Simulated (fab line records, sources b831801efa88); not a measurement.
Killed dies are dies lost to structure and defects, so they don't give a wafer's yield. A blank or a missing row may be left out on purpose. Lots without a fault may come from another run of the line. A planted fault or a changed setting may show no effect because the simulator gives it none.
fab line records | flow sky130
record lots=6 wafers=18 last_day=50
route steps=708 shown LOCAL_INTERCONNECT@398 CONTACT@406 METAL1@434 PAD_OPEN@708
lots that met no fault: from a run of the same line without faults
start_h: hours from the record's first day to the start of the lot's first wafer shown | wait_h: hours since the lot's step before | " the same as in the row above | L1.1+2: a row that stands for several wafers | - no value, or no start given | * or withheld: withheld | < > ~ a bound
route shown NAME@n: a module of which the file shows steps, and the number in the route of the first | usual: mean/standard deviation of fault-free wafers | same: alike in all rows | chamber/n: place in a boat | sites: the reading at each site | _std_site: their standard deviation | _edge_site: outer sites' mean less inner sites' | radius_mm: how far each site lies from the wafer's centre | mask NAME#n: copy n | behind: the tool/chamber that last shaped the wafer | hold: why the lot was held/for how many hours/how that ended | device: the transistor (n, p or np) that didn't switch | end of line: the same wafers' tests at the end of the route | a step without rows: its recipe alone | killed: dies lost to structure and defects at the first sort, not the wafer's yield | map: a wafer's dies, x killed, . not, _ none there
set.NAME: the setting as run; set.NAME@STEP: as run at that earlier step | model.NAME: the simulator's own value behind a step, which no gauge read
lots at some steps of the route; a table a step, a row a wafer
services: from which hour (start_h, from the record's first day; less than 0 if before it) a tool's chamber was out of use, for how many hours, and why
## steps
# step SKY_LOCAL_INTERCONNECT_CD_MEAS_11
# recipe target_cd_nm=170
# usual cd_nm=170.7/1.4
# columns lot.wafer tool chamber start_h wait_h cd_nm
L997.2 cd_sem-02 - 771.94 - 171.0
L997.3 " - " " 170.8
L997.5 " - " " 171.4
L100.3 cd_sem-02 - 796.68 - 172.3
L100.4 " - " " 171.3
L100.6 " - " " 174.0
L107.1 cd_sem-02 - 829.14 - 169.4
L107.2 " - " " 170.9
L107.5 " - " " 171.1
L108.1 cd_sem-02 - 841.92 - 170.9
L108.4 " - " " 170.6
L108.6 " - " " 170.3
L112.1 cd_sem-01 - 865.92 - 172.5
L112.4 " - " " 171.9
L112.5 " - " " 171.5
L113.1 cd_sem-01 - 870.74 - 170.9
L113.2 " - " " 170.7
L113.6 " - " " 170.4
# step SKY_LOCAL_INTERCONNECT_OVL_MEAS_12
# usual LOCAL_INTERCONNECT_OVL=2/5.7
# columns lot.wafer tool chamber start_h wait_h LOCAL_INTERCONNECT_OVL[nm]
L997.2 overlay-02 - 772.04 0.1 4
L997.3 " - " " 4
L997.5 " - " " -1
L100.3 overlay-02 - 796.77 0.1 -1
L100.4 " - " " -9
L100.6 " - " " -10
L107.1 overlay-01 - 829.26 0.1 7
L107.2 " - " " 1
L107.5 " - " " 11
L108.1 overlay-01 - 842.04 0.1 1
L108.4 " - " " -2
L108.6 " - " " 1
L112.1 overlay-02 - 866.04 0.1 0
L112.4 " - " " 0
L112.5 " - " " 1
L113.1 overlay-01 - 870.86 0.1 -5
L113.2 " - " " 1
L113.6 " - " " 1
# step SKY_LOCAL_INTERCONNECT_ETCH_13
# recipe chemistry=N2/H2 target=BARC ion_energy_ev=200 bias_w=100 pressure_mtorr=30 n2_flow_sccm=100 h2_flow_sccm=200 icp_w=500 stop_on=SiO2 time_s=45.9 target_depth_a=600
# usual drypump_motor_current_A=5.9/0.57 h2_flow_sccm=200.1/0.6 oes_product_au=0.856/0.005 throttle_valve_pct=13.225/0.0086
# columns lot.wafer tool chamber start_h wait_h drypump_motor_current_A h2_flow_sccm oes_product_au rf_hours_counter_h throttle_valve_pct
L997.2 rie_metal-04 1 772.07 0.0 6.6 199.4 0.856 12 13.231
L997.3 " 0 " " 5.7 200.7 0.854 - 13.213
L997.5 " 0 " " 5.7 200.8 0.851 - 13.234
L100.3 rie_metal-03 0 796.82 0.0 6.1 200.5 0.855 - 13.232
L100.4 " 1 " " 5.8 200.9 0.862 - 13.208
L100.6 " 1 " " 5.8 200.2 0.847 - 13.224
L107.1 rie_metal-04 0 829.29 0.0 5.6 199.6 0.854 4 13.216
L107.2 " 0 " " 5.7 200.9 0.863 - 13.215
L107.5 " 0 " " 5.7 200.0 0.857 - 13.211
L108.1 rie_metal-01 1 842.07 0.0 4.8 200.4 0.853 3 13.230
L108.4 " 0 " " 6.4 200.3 0.855 - 13.227
L108.6 " 0 " " 6.4 201.2 0.864 - 13.216
L112.1 rie_metal-03 1 866.07 0.0 5.8 200.5 0.860 3 13.219
L112.4 " 1 " " 5.8 201.0 0.855 - 13.236
L112.5 " 0 " " 6.2 199.6 0.848 - 13.217
L113.1 rie_metal-01 1 870.89 0.0 4.9 199.9 0.855 4 13.217
L113.2 " 0 " " 6.4 199.9 0.856 13 13.231
L113.6 " 1 " " 4.8 200.4 0.854 - 13.228
# step SKY_LOCAL_INTERCONNECT_METAL_ETCH_14
# recipe target_depth_nm=110 stop_on=PSG chemistry=Cl2/BCl3 target=TiN resist_sidewall_deg=88 pressure_mtorr=10 icp_w=900 bias_w=48.5 Cl2_flow_sccm=60 bcl3_flow_sccm=30 time_s=31.4
# step SKY_LOCAL_INTERCONNECT_STRIP_15
# recipe chemistry=O2/N2 power_w=1400 pressure_mtorr=1500 platen_temp_c=withheld o2_flow_sccm=3000 n2_flow_sccm=300 overash_fraction=0.5
# usual drypump_motor_current_A=5.66/0.27 oes_product_au=0.427/0.0044 strip_time_to_endpoint_s=4.723/0.022
# columns lot.wafer tool chamber start_h wait_h drypump_motor_current_A oes_product_au rf_hours_counter_h strip_time_to_endpoint_s
L997.2 plasma_asher-04 1 772.19 0.0 5.85 0.423 35 4.755
L997.3 " 1 " " 5.85 0.433 - 4.740
L997.5 " 0 " " 5.91 0.438 - 4.726
L100.3 plasma_asher-04 0 796.94 0.1 5.91 0.421 - 4.746
L100.4 " 1 " " 5.83 0.426 - 4.707
L100.6 " 0 " " 5.92 0.431 - 4.717
L107.1 plasma_asher-02 1 829.52 0.1 5.93 0.431 8 4.711
L107.2 " 0 " " 5.70 0.425 8 4.714
L107.5 " 0 " " 5.68 0.421 - 4.711
L108.1 plasma_asher-04 1 842.19 0.0 5.84 0.434 40 4.743
L108.4 " 0 " " 5.92 0.426 - 4.718
L108.6 " 0 " " 5.93 0.422 - 4.676
L112.1 plasma_asher-03 0 866.19 0.0 5.31 0.427 105 4.701
L112.4 " 0 " " 5.30 0.436 - 4.696
L112.5 " 0 " " 5.32 0.426 - 4.707
L113.1 plasma_asher-02 1 871.01 0.0 5.92 0.424 13 4.710
L113.2 " 0 " " 5.67 0.419 13 4.681
L113.6 " 0 " " 5.67 0.425 - 4.695
# step SKY_LOCAL_INTERCONNECT_STRIP_16
# recipe chemistry=post_etch_residue_remover time_s=1200 temp_c=72.5
# step SKY_LOCAL_INTERCONNECT_CLEAN_17
# recipe chemistry=IPA time_s=180 temp_c=25
# step SKY_LOCAL_INTERCONNECT_CLEAN_18
# recipe chemistry=O3/DIW dry=n2_spin
# step SKY_CONTACT_CVD_00
# recipe material=Si3N4 target_thk_nm=75 temp_c=400 time_s=withheld rf_w=450
# usual heater_power_w=696/68
# columns lot.wafer tool chamber start_h wait_h heater_power_w
L997.2 pecvd-01 0 772.81 0.0 733
L997.3 " 2 " " 529
L997.5 " 2 " " 532
L100.3 pecvd-03 0 797.53 0.0 691
L100.4 " 0 " " 681
L100.6 " 1 " " 781
L107.1 pecvd-02 0 830.11 0.0 717
L107.2 " 1 " " 739
L107.5 " 0 " " 735
L108.1 pecvd-02 0 842.79 0.0 748
L108.4 " 0 " " 624
L108.6 " 0 " " 625
L112.1 pecvd-03 0 866.78 0.0 695
L112.4 " 0 " " 547
L112.5 " 2 " " 714
L113.1 pecvd-02 1 871.60 0.0 736
L113.2 " 0 " " 737
L113.6 " 1 " " 726
# step SKY_CONTACT_THK_MEAS_01
# recipe reads=Si3N4_of_CONTACT_CVD_00
# usual CONTACT_CVD_00_THK=75.0/0.86
# columns lot.wafer tool chamber start_h wait_h CONTACT_CVD_00_THK[nm]
L997.2 film_metro-03 - 772.85 - 74.8
L997.3 " - " " 74.6
L997.5 " - " " 75.5
L100.3 film_metro-01 - 797.59 - 76.0
L100.4 " - " " 76.8
L100.6 " - " " 76.1
L107.1 film_metro-02 - 830.16 - 74.4
L107.2 " - " " 74.1
L107.5 " - " " 75.4
L108.1 film_metro-02 - 842.89 - 74.8
L108.4 " - " " 75.1
L108.6 " - " " 75.4
L112.1 film_metro-03 - 866.81 - 74.7
L112.4 " - " " 75.3
L112.5 " - " " 75.2
L113.1 film_metro-03 - 871.65 - 73.7
L113.2 " - " " 74.6
L113.6 " - " " 74.9
# step SKY_CONTACT_HDPCVD_02
# recipe material=SiO2 target_thk_nm=565 sigma_open_frac=0.3 time_s=94.2 temp_c=600 sih4_flow_sccm=60 pressure_mtorr=6
# step SKY_CONTACT_THK_MEAS_03
# recipe reads=SiO2_of_CONTACT_HDPCVD_02
# usual CONTACT_HDPCVD_THK=561/6.2
# columns lot.wafer tool chamber start_h wait_h CONTACT_HDPCVD_THK[nm]
L997.2 film_metro-01 - 772.98 0.0 562
L997.3 " - " " 569
L997.5 " - " " 566
L100.3 film_metro-03 - 797.72 0.1 556
L100.4 " - " " 568
L100.6 " - " " 555
L107.1 film_metro-01 - 830.29 0.0 557
L107.2 " - " " 551
L107.5 " - " " 556
L108.1 film_metro-01 - 843.02 0.0 568
L108.4 " - " " 570
L108.6 " - " " 566
L112.1 film_metro-01 - 866.94 0.0 562
L112.4 " - " " 552
L112.5 " - " " 561
L113.1 film_metro-02 - 871.78 0.0 561
L113.2 " - " " 572
L113.6 " - " " 562
# step SKY_CONTACT_CMP_04
# recipe material=SiO2 down_force_psi=4 platen_rpm=60 pad_velocity_m_s=0.94248
# usual motor_current_A=11.8/0.62 time_to_endpoint_s=80/3.5
# columns lot.wafer tool chamber start_h wait_h motor_current_A time_to_endpoint_s model.SiO2_of_CONTACT_HDPCVD_02.thk_nm
L997.3 cmp-01 1 773.03 0.0 11.1 81 340.9
L997.2 " 3 " " 12.0 74 339.2
L997.5 " 1 " " 11.4 83 340.8
L100.4 cmp-02 3 797.76 0.0 12.7 87 339.1
L100.3 " 2 " " 12.6 76 339.1
L100.6 " 3 " " 12.2 81 340.2
L107.2 cmp-01 1 830.35 0.0 11.0 99 415.1
L107.1 " 0 " " 10.8 101 416
L107.5 " 2 " " 11.3 101 416.2
L108.4 cmp-01 0 843.18 0.1 10.0 108 423
L108.1 " 1 " " 10.8 107 422.8
L108.6 " 2 " " 11.5 106 419.6
L112.1 cmp-02 1 867.10 0.1 12.0 77 339.3
L112.4 " 2 " " 12.2 73 339.6
L112.5 " 0 " " 11.1 84 340.2
L113.1 cmp-02 3 871.94 0.1 11.3 75 340.8
L113.2 " 0 " " 11.4 82 342.2
L113.6 " 1 " " 11.9 76 342
# step SKY_CONTACT_BOW_MEAS_05
# recipe mode=bow
# usual CONTACT_BOW=81/7.4
# columns lot.wafer tool chamber start_h wait_h CONTACT_BOW[um]
L997.2 film_metro-01 - 773.35 0.2 83
L997.3 " - " " 94
L997.5 " - " " 86
L100.3 film_metro-03 - 798.10 0.1 85
L100.4 " - " " 95
L100.6 " - " " 90
L107.1 film_metro-01 - 830.65 0.1 86
L107.2 " - " " 90
L107.5 " - " " 86
L108.1 film_metro-02 - 843.38 0.1 86
L108.4 " - " " 85
L108.6 " - " " 86
L112.1 film_metro-03 - 867.30 0.1 80
L112.4 " - " " 69
L112.5 " - " " 90
L113.1 film_metro-02 - 872.14 0.1 74
L113.2 " - " " 79
L113.6 " - " " 82
# step SKY_CONTACT_DEHYDRATE_06
# recipe temp_c=200 time_s=60
# step SKY_CONTACT_HMDS_07
# recipe prime_time_s=60 prime_temp_c=120
# step SKY_CONTACT_COAT_08
# recipe resist=BARC temp_c=withheld time_s=withheld spin_rpm=3000 resist_thk_nm=60
# step SKY_CONTACT_COAT_09
# recipe resist=KrF-thick spin_rpm=3000 resist_thk_nm=450
# step SKY_CONTACT_SOFTBAKE_10
# recipe temp_c=100 time_s=90 resist=KrF-thick
# step SKY_CONTACT_EXPOSE_11
# recipe mask_id=CTM1 na=0.8 source_shape=annular sigma_inner=0.55 sigma_outer=0.85 target_cd_nm=170 dose_mj=38
# step SKY_CONTACT_PEB_12
# recipe peb_temp_c=withheld peb_time_s=withheld resist=KrF-thick
# step SKY_CONTACT_DEVELOP_13
# recipe develop_time_s=60 resist=KrF-thick dev_temp_c=21
# step SKY_CONTACT_CD_MEAS_14
# recipe target_cd_nm=170
# usual cd_nm=169.7/1.6
# columns lot.wafer tool chamber start_h wait_h cd_nm
L997.2 cd_sem-01 - 800.11 - 171.2
L997.3 " - " " 170.6
L997.5 " - " " 170.5
L100.3 cd_sem-02 - 825.73 - 169.1
L100.4 " - " " 168.2
L100.6 " - " " 169.0
L107.1 cd_sem-01 - 858.12 - 171.8
L107.2 " - " " 170.7
L107.5 " - " " 170.4
L108.1 cd_sem-02 - 870.09 - 168.8
L108.4 " - " " 168.1
L108.6 " - " " 168.0
L112.1 cd_sem-02 - 893.49 - 170.0
L112.4 " - " " 171.9
L112.5 " - " " 169.7
L113.1 cd_sem-02 - 899.29 - 169.6
L113.2 " - " " 170.4
L113.6 " - " " 168.7
# step SKY_CONTACT_OVL_MEAS_15
# usual CONTACT_OVL=-2/5.4
# columns lot.wafer tool chamber start_h wait_h CONTACT_OVL[nm]
L997.2 overlay-02 - 800.21 0.1 -8
L997.3 " - " " 1
L997.5 " - " " 5
L100.3 overlay-02 - 825.82 0.1 3
L100.4 " - " " 8
L100.6 " - " " 0
L107.1 overlay-02 - 858.24 0.1 -5
L107.2 " - " " -7
L107.5 " - " " 1
L108.1 overlay-02 - 870.21 0.1 7
L108.4 " - " " 7
L108.6 " - " " 3
L112.1 overlay-01 - 893.61 0.1 1
L112.4 " - " " -3
L112.5 " - " " 4
L113.1 overlay-02 - 899.41 0.1 -2
L113.2 " - " " -3
L113.6 " - " " -7
# step SKY_CONTACT_ETCH_16
# recipe chemistry=N2/H2 target=BARC ion_energy_ev=200 source_w=500 bias_w=100 pressure_mtorr=30 n2_flow_sccm=100 h2_flow_sccm=200 stop_on=SiO2 time_s=45.9 target_depth_a=600
# step SKY_CONTACT_ETCH_17
# recipe target=SiO2 chemistry=C4F8/O2/Ar stop_on=Si3N4 mask_material=KrF-thick source_w=1500 bias_w=1200 pressure_mtorr=40 c4f8_flow_sccm=withheld O2_flow_sccm=6 Ar_flow_sccm=300 time_s=withheld target_depth_a=3400
# usual oes_product_au=0.892/0.0055
# columns lot.wafer tool chamber start_h wait_h oes_product_au model.CONTACT.feature_depth_nm model.etch.depth_nm
L997.2 rie_diel-01 0 800.29 0.0 0.885 339.2 339.2
L997.3 " 1 " " 0.889 340.9 340.9
L997.5 " 0 " " 0.895 340.8 340.8
L100.3 rie_diel-01 0 825.89 0.0 0.900 339.1 339.1
L100.4 " 1 " " 0.895 339.1 339.1
L100.6 " 3 " " 0.888 340.2 340.2
L107.1 rie_diel-04 1 858.31 0.0 0.996 414.8 414.8
L107.2 " 3 " " 0.999 405.5 405.5
L107.5 " 1 " " 0.996 415.1 415.1
L108.1 rie_diel-04 2 870.29 0.0 0.994 412.2 412.2
L108.4 " 3 " " 0.974 397 397
L108.6 " 2 " " 0.992 413.7 413.7
L112.1 rie_diel-04 0 893.69 0.0 0.892 339.3 339.3
L112.4 " 2 " " 0.893 339.6 339.6
L112.5 " 1 " " 0.895 340.2 340.2
L113.1 rie_diel-04 3 899.49 0.0 0.889 340.8 340.8
L113.2 " 0 " " 0.889 342.2 342.2
L113.6 " 2 " " 0.903 342 342
# step SKY_CONTACT_ETCH_18
# recipe target=Si3N4 chemistry=CHF3/O2 stop_on=TiN source_w=600 bias_w=200 pressure_mtorr=40 chf3_flow_sccm=50 O2_flow_sccm=5 time_s=39 target_depth_a=750
# step SKY_CONTACT_STRIP_19
# recipe chemistry=O2/N2 power_w=1400 pressure_mtorr=1500 platen_temp_c=withheld o2_flow_sccm=3000 n2_flow_sccm=300 overash_fraction=0.5
# step SKY_CONTACT_STRIP_20
# recipe chemistry=post_etch_residue_remover time_s=1200 temp_c=72.5
# step SKY_CONTACT_CLEAN_21
# recipe chemistry=IPA time_s=180 temp_c=25
# step SKY_CONTACT_CLEAN_22
# recipe chemistry=O3/DIW dry=n2_spin
# step SKY_CONTACT_SPUTTER_23
# recipe material=TiN target_thk_nm=20 chamber_pressure_pa=5 power_w=4000 time_s=80
# step SKY_CONTACT_CVD_24
# recipe material=W target_thk_nm=340 time_s=102.12 temp_c=400 pressure_torr=40
# usual heater_power_w=838/99
# columns lot.wafer tool chamber start_h wait_h heater_power_w
L997.2 cvd_w-02 1 801.07 0.0 934
L997.3 " 0 " " 824
L997.5 " 1 " " 900
L100.3 cvd_w-02 1 826.71 0.1 918
L100.4 " 1 " " 912
L100.6 " 1 " " 923
L107.1 cvd_w-01 1 859.10 0.0 686
L107.2 " 0 " " 944
L107.5 " 1 " " 693
L108.1 cvd_w-02 0 871.03 0.0 826
L108.4 " 0 " " 811
L108.6 " 1 " " 903
L112.1 cvd_w-01 0 894.46 0.0 938
L112.4 " 1 " " 675
L112.5 " 1 " " 682
L113.1 cvd_w-02 0 900.24 0.0 823
L113.2 " 1 " " 892
L113.6 " 1 " " 898
# step SKY_CONTACT_CMP_27
# recipe stop_on=SiO2 t_overpolish_s=15 down_force_psi=3.5 platen_rpm=60 target_thk_nm=0 pad_velocity_m_s=0.94248
# usual motor_current_A=10.8/0.62
# columns lot.wafer tool chamber start_h wait_h motor_current_A model.SiO2_of_CONTACT_HDPCVD_02.thk_nm
L997.2 cmp-01 1 801.46 0.1 10.5 336.1
L997.3 " 2 " " 10.4 337.7
L997.5 " 0 " " 9.2 337.6
L100.4 cmp-02 1 827.03 0.0 11.0 335.9
L100.3 " 0 " " 11.1 335.9
L100.6 " 2 " " 11.2 337
L107.2 cmp-02 3 859.39 0.0 11.3 411.9
L107.1 " 0 " " 10.5 412.8
L107.5 " 0 " " 10.7 413
L108.1 cmp-01 3 871.38 0.1 10.6 419.6
L108.4 " 0 " " 9.8 419.8
L108.6 " 2 " " 10.7 416.4
L112.1 cmp-01 0 894.75 0.1 9.9 336.1
L112.4 " 3 " " 11.4 336.5
L112.5 " 1 " " 10.7 337
L113.2 cmp-01 3 900.53 0.0 11.1 339
L113.1 " 0 " " 9.7 337.6
L113.6 " 0 " " 9.5 338.8
# step SKY_METAL1_SPUTTER_00
# recipe material=Ti target_thk_nm=15 power_w=3000 time_s=10 chamber_pressure_pa=0.4
# usual throttle_valve_pct=30.1/1.2
# columns lot.wafer tool chamber start_h wait_h throttle_valve_pct
L997.2 pvd_sputter-04 - 801.66 0.1 29.6
L997.3 " - " " 31.2
L997.5 " - " " 30.5
L100.3 pvd_sputter-01 - 827.33 0.1 28.3
L100.4 " - " " 30.1
L100.6 " - " " 30.3
L107.1 pvd_sputter-04 - 859.69 0.2 31.4
L107.2 " - " " 32.3
L107.5 " - " " 31.4
L108.1 pvd_sputter-02 - 871.63 0.2 29.7
L108.6 " - " " 30.8
L112.1 pvd_sputter-02 - 895.05 0.2 29.8
L112.4 " - " " 30.9
L112.5 " - " " 29.8
L113.1 pvd_sputter-01 - 900.83 0.2 30.2
L113.2 " - " " 27.6
L113.6 " - " " 27.7
# step SKY_PAD_OPEN_PROBE_99
# usual killed_at_M0_to_M3=42/6.7 killed_at_M4_up=3.0/1.9 killed_at_contacts=24/5.3 killed_at_front_end=16/4.3 killed_at_other=0.4/0.71 killed_dies=85/9.6 killed_on_rim=17/3.7 killed_open=46/6.5 killed_short=39/6.7
# same gross_dies=492 killed_at_back_side=0
# columns lot.wafer tool chamber start_h wait_h killed_at_M0_to_M3 killed_at_M4_up killed_at_contacts killed_at_front_end killed_at_other killed_dies killed_on_rim killed_open killed_short
L997.2 prober-01 - 1135.06 0.1 43 1 18 18 0 80 17 36 44
L997.3 prober-01 - 1135.11 0.2 36 4 20 21 0 81 18 43 38
L997.5 prober-01 - 1135.21 0.2 37 3 21 21 0 82 15 42 39
L100.3 prober-02 - 1155.20 0.2 36 3 19 23 1 82 13 40 41
L100.4 prober-02 - 1155.25 0.2 35 3 19 11 0 68 11 36 32
L100.6 prober-02 - 1155.35 0.2 27 5 27 16 0 75 13 44 31
L107.1 prober-01 - 1178.54 0.1 32 0 126 10 0 168 30 45 33
L107.2 prober-01 - 1178.59 0.1 35 2 175 18 0 230 54 47 32
L107.5 prober-01 - 1178.74 0.2 40 3 136 14 0 193 28 56 32
L108.1 prober-02 - 1183.50 0.1 40 1 219 15 0 275 38 50 30
L108.4 prober-02 - 1183.65 0.2 45 4 399 12 0 460 87 40 44
L108.6 prober-02 - 1183.75 0.2 33 5 190 13 1 242 82 49 28
L112.1 prober-02 - 1198.00 0.1 57 1 30 27 0 115 26 51 63
L112.4 prober-02 - 1198.15 0.2 48 1 26 20 0 95 23 51 43
L112.5 prober-02 - 1198.20 0.2 45 2 24 18 0 89 21 48 41
# killed by level:class
L997.2 METAL1:geometric_particle:short=8 LOCAL_INTERCONNECT:geometric_particle:short=7 VIA1:geometric_particle:open=7 VIA2:geometric_particle:short=7 VIA2:geometric_particle:open=6 POLY_GATE:geometric_particle:open=6 POLY_GATE:geometric_particle:short=4 CONTACT:geometric_particle:short=4
L997.3 VIA1:geometric_particle:open=7 VIA2:geometric_particle:open=7 POLY_GATE:geometric_particle:short=6 POLY_GATE:geometric_particle:open=6 METAL1:geometric_particle:short=6 LI_CONTACT:geometric_particle:open=5 CONTACT:geometric_particle:open=5 CONTACT:geometric_particle:short=5
L997.5 CONTACT:geometric_particle:open=8 VIA1:geometric_particle:open=8 METAL1:geometric_particle:short=7 VIA3:geometric_particle:open=7 POLY_GATE:geometric_particle:open=6 POLY_GATE:geometric_particle:short=6 LI_CONTACT:geometric_particle:open=5 VIA2:geometric_particle:short=5
L100.3 VIA1:geometric_particle:open=9 LI_CONTACT:geometric_particle:open=7 FIELD_ISO:geometric_particle:short=5 POLY_GATE:geometric_particle:open=5 METAL1:geometric_particle:short=5 VIA1:geometric_particle:short=5 POLY_GATE:geometric_particle:short=4 VIA2:geometric_particle:short=4
L100.4 VIA1:geometric_particle:open=10 METAL2:geometric_particle:short=7 LI_CONTACT:geometric_particle:open=6 CONTACT:geometric_particle:open=6 VIA2:geometric_particle:open=5 FIELD_ISO:geometric_particle:short=3 METAL1:geometric_particle:short=3 METAL4:geometric_particle:short=3
L100.6 LI_CONTACT:geometric_particle:open=10 CONTACT:geometric_particle:open=9 VIA1:geometric_particle:open=8 FIELD_ISO:geometric_particle:short=5 POLY_GATE:geometric_particle:short=5 VIA3:geometric_particle:open=5 VIA2:geometric_particle:short=4 POLY_GATE:geometric_particle:open=4
L107.1 CONTACT:area_cmp=90 CONTACT:geometric_particle:open=12 VIA3:geometric_particle:open=10 CONTACT:geometric_particle:short=8 FIELD_ISO:geometric_particle:open=6 LI_CONTACT:geometric_particle:short=5 LI_CONTACT:geometric_particle:open=5 LOCAL_INTERCONNECT:geometric_particle:short=5
L107.2 CONTACT:area_cmp=151 VIA1:geometric_particle:open=12 CONTACT:geometric_particle:open=11 POLY_GATE:geometric_particle:short=9 LI_CONTACT:geometric_particle:open=5 VIA2:geometric_particle:open=5 FIELD_ISO:geometric_particle:short=3 LOCAL_INTERCONNECT:geometric_particle:short=3
L107.5 CONTACT:area_cmp=105 LI_CONTACT:geometric_particle:open=14 VIA2:geometric_particle:open=11 CONTACT:geometric_particle:open=9 VIA3:geometric_particle:open=8 VIA1:geometric_particle:open=6 LOCAL_INTERCONNECT:geometric_particle:short=5 FIELD_ISO:geometric_particle:short=4
L108.1 CONTACT:area_cmp=195 VIA1:geometric_particle:open=14 CONTACT:geometric_particle:open=9 VIA2:geometric_particle:open=5 FIELD_ISO:geometric_particle:open=4 LI_CONTACT:geometric_particle:open=4 LOCAL_INTERCONNECT:geometric_particle:short=4 VIA1:geometric_particle:short=4
L108.4 CONTACT:area_cmp=376 VIA1:geometric_particle:open=9 LOCAL_INTERCONNECT:geometric_particle:short=7 METAL1:geometric_particle:short=7 LI_CONTACT:geometric_particle:open=6 VIA3:geometric_particle:open=6 CONTACT:geometric_particle:open=5 VIA2:geometric_particle:open=5
L108.6 CONTACT:area_cmp=165 VIA1:geometric_particle:open=12 CONTACT:geometric_particle:open=10 VIA3:geometric_particle:open=8 FIELD_ISO:geometric_particle:open=6 LOCAL_INTERCONNECT:geometric_particle:short=5 CONTACT:geometric_particle:short=3 LI_CONTACT:geometric_particle:short=3
L112.1 CONTACT:geometric_particle:open=10 VIA3:geometric_particle:short=9 VIA2:geometric_particle:open=8 METAL2:geometric_particle:short=8 FIELD_ISO:geometric_particle:open=7 POLY_GATE:geometric_particle:short=7 LI_CONTACT:geometric_particle:open=7 METAL1:geometric_particle:short=7
L112.4 VIA1:geometric_particle:open=17 METAL1:geometric_particle:short=7 POLY_GATE:geometric_particle:short=6 LI_CONTACT:geometric_particle:open=6 CONTACT:geometric_particle:open=6 VIA3:geometric_particle:open=6 LI_CONTACT:geometric_particle:short=5 LOCAL_INTERCONNECT:geometric_particle:short=5
L112.5 POLY_GATE:geometric_particle:open=10 CONTACT:geometric_particle:open=9 VIA1:geometric_particle:open=7 LI_CONTACT:geometric_particle:open=7 METAL3:geometric_particle:short=7 VIA3:geometric_particle:open=7 METAL2:geometric_particle:short=5 METAL1:geometric_particle:short=5
# map L107.2 (x killed, . not)
__________.x..x.xxxx_________
________..x.....xxxxxx_______
______xxxx.xx.x..xxx.xxx_____
_____x.x.......x...xx.xxx____
____.xxx...x.....xxxx..xxx___
___xxx.x............xx.xxxx__
__xxxx.x..x....x..x.xx.xxxxx_
_xxxxxxxxx.xxx........x.xxxxx
_x.xxxxx..xxx.x..x......xxxxx
_xxxxxxxxx......xx........x..
_xxxxxxx..x.x.x.xx.x.x...x.x.
_xx..xxxxx.xxxx.....xx...x...
_.xxxxxx.xxxx.xxx.x......xxx.
_..x..x.xx..xx..x.x.......xxx
_......x.x.xxx.xx..x..xx..x..
__....x...x..x...x...x....x._
___...x..x.xxx......x..x..x__
____.....x...xx.x......x..___
_____...x....x.x...x...x.____
______...xx...xx.......x_____
________.xxxxxxx..xx.._______
__________x.x.x.xxxx_________
# map L108.4 (x killed, . not)
__________xxx..xxxxx_________
________xxxxxx..x.xxxx_______
______xxxxxxxx..xxxxxx.x_____
_____xxxxxxxx.xxxxxxxxxxx____
____xxxxxxxxxxxxx.xxxxxxxx___
___xxxxxxx.xxxxxxx.xxxxxxxx__
__xxxxxxxxxxxx.xxxxxxxxxx.xx_
_xxxxxxxxxxxxxxx.xxxxxxxxxxxx
_xxxxxxxxxxxxxxxxxx.x.xxx.xxx
_xxxxxxxxxxxx.xxxxxxx.xxxxxxx
_xxxxxxxxxxxxxxxx.xxxxx..xxxx
_xxxxxxxxxxxxxxxxxxxxxxxxxxxx
_xxxxxxxxxxxxxxxxxxxxxxxxxxxx
_xxxxxxxxxxxxxxxxxxxxxxxxxxxx
_x.xxxxxxxxxxxxxxxxxxxxxxx.xx
__xxxxxxxxxxxxxxxxx.xxxxxxxx_
___xxxxxxxxxxxxxxxxxxxxxxxx__
____..xxxxxxxxxxxxxxxxxxxx___
_____..xxxxxxxxxxxx.xxxxx____
______xxxxxxxxxxxxxxxxxx_____
________xxxxxxxxxxxxxx_______
__________xxxxxxxxx._________
## services
# columns tool chamber start_h hours kind
cmp-01 - 759.02 2.1 repair
pecvd-02 2 759.09 177.8 repair
pvd_sputter-01 - 767.14 3.9 repair
rie_diel-04 - 769.43 0.6 repair
rie_metal-01 - 770.47 4.7 repair
pecvd-02 - 775.35 2.8 pm
pvd_sputter-01 - 778.36 2.2 repair
cmp-01 - 784.23 1.7 repair
pvd_sputter-01 - 786.03 4.2 repair
rie_metal-04 0 786.21 15.9 repair
rie_diel-01 - 795.44 0.2 repair
rie_diel-01 2 797.60 1.7 repair
cvd_w-02 - 816.58 3.8 pm
cmp-02 - 817.50 8.1 pm
cmp-01 - 819.18 3.8 repair
pecvd-02 - 822.07 0.9 repair
cvd_w-02 0 824.18 11.1 repair
plasma_asher-04 - 824.86 14.6 pm
pecvd-02 1 835.95 29.7 repair
cmp-01 - 836.62 0.8 repair
cmp-01 - 856.57 7.6 pm
rie_diel-04 2 862.39 2.2 repair
cvd_w-02 - 888.10 2.8 pm
cmp-02 - 894.23 13.3 pm
## key
first_sign step=SKY_CONTACT_CMP_04 reading=time_to_endpoint_s direction=up sigmas=7 usual=* struck=*
effect step=SKY_CONTACT_ETCH_17 reading=oes_product_au direction=up sigmas=18 usual=0.892 struck=0.992
effect step=SKY_PAD_OPEN_PROBE_99 reading=killed_at_contacts direction=up sigmas=35 usual=24 struck=208
model_effect step=SKY_CONTACT_CMP_04 value=SiO2_of_CONTACT_HDPCVD_02.thk_nm without=341.3 struck=418.8
model_effect step=SKY_CONTACT_ETCH_17 value=CONTACT.feature_depth_nm without=341.3 struck=409.7
model_effect step=SKY_CONTACT_CMP_27 value=SiO2_of_CONTACT_HDPCVD_02.thk_nm without=338.1 struck=415.6
more_kills_born_at SKY_CONTACT_CMP_04@cmp-01=1082
met_at SKY_CONTACT_CMP_04
struck_wafers L107.1,L107.2,L107.5,L108.1,L108.4,L108.6
later_rows_left_out L108.4
tester_left_out L107,L108
onset_between 773.03 830.35
fault kind=process_parameter_drift tool=cmp-01 chamber=- onset_h=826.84 steps=SKY_CONTACT_CMP_04 channel=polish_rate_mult offset=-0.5 shape=step end_h=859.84
# tester_left_out: of these lots the tester's yield and bins aren't shown, on N5 and GAA mostly nor the transistor test; their killed dies are dies lost to structure and defects alone, not to doping, threshold or leakage, so they don't give the yield
# later_rows_left_out: the simulator's readings of these wafers behind a module that went badly wrong aren't trusted and aren't shown, but for the sort
